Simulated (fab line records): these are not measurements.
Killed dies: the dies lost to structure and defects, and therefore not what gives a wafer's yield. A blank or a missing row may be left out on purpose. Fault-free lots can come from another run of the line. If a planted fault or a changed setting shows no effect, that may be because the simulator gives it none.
2 desks, one fault ; flow gf180mcu ; only its own numbers are on each desk; what lay behind them is given at the end

== THE TOOL OWNER'S DESK: pecvd-04 ==
The tool's own readings at GF_V3_CVD_02 (deposits SiO2 from TEOS, target thk 850 nm, time 94.851 s): means of the sampled wafers that have a number, for each lot that ran on this tool. A lot is out of limits, marked OUT, if its mean lies more than 4 standard deviations from the usual mean; the brackets give that distance.
Columns: A = heater_power_w at GF_V3_CVD_02, usual 646 W; B = susceptor_temp_C at GF_V3_CVD_02, usual 400.02 C
lot;first seen here;A;B
L233;day 21 07:35;668;399.82
L235;day 22 08:55;575;399.88
L240;day 24 04:40;672;399.88
L252;day 27 20:34;609;400.23
L253;day 28 05:13;632;399.92
This desk found nothing out of limits on any of the 5 lots.

== FROM THE METROLOGY DESK ==
Lot by lot, what the gauges showed, no matter which tool ran the lot: averages of those sampled wafers that carry a number. A lot is out of limits, marked OUT, if its mean lies more than 4 standard deviations from the usual mean; the brackets give that distance.
Columns: A = V3_CVD_02_THK at GF_V3_THK_MEAS_03, usual 849 nm
lot;first seen here;A
L233;day 21 07:40;846
L235;day 22 09:00;849
L237;day 23 04:13;867
L239;day 23 23:04;851
L240;day 24 04:45;850
L241;day 24 08:16;836
L242;day 24 21:01;852
L249;day 27 00:28;850
L252;day 27 20:38;1467 (+52) OUT
L253;day 28 05:17;1473 (+52) OUT
L254;day 28 08:54;852
This desk's finding: out of limits on L252, L253; first on L252, day 27 20:38 (V3_CVD_02_THK at GF_V3_THK_MEAS_03). In limits: L233, L235, L237, L239, L240, L241, L242, L249, L254.

== BROUGHT TOGETHER ==
On L252, L253, the metrology desk was in a position to raise an alarm at day 27 20:38.
Nothing out of limits was seen by the tool owner's desk.
The tool owner's desk has L252, L253 on record, within its limits.
All the named lots went through GF_V3_CVD_02 on pecvd-04.

== WHAT WAS PUT IN BY THE SIMULATOR ==
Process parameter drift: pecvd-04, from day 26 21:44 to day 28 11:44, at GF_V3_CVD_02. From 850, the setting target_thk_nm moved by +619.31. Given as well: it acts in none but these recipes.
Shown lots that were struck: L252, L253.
Time in hours between the start of the fault and the first out-of-limits reading at each desk: metrology desk, 23.
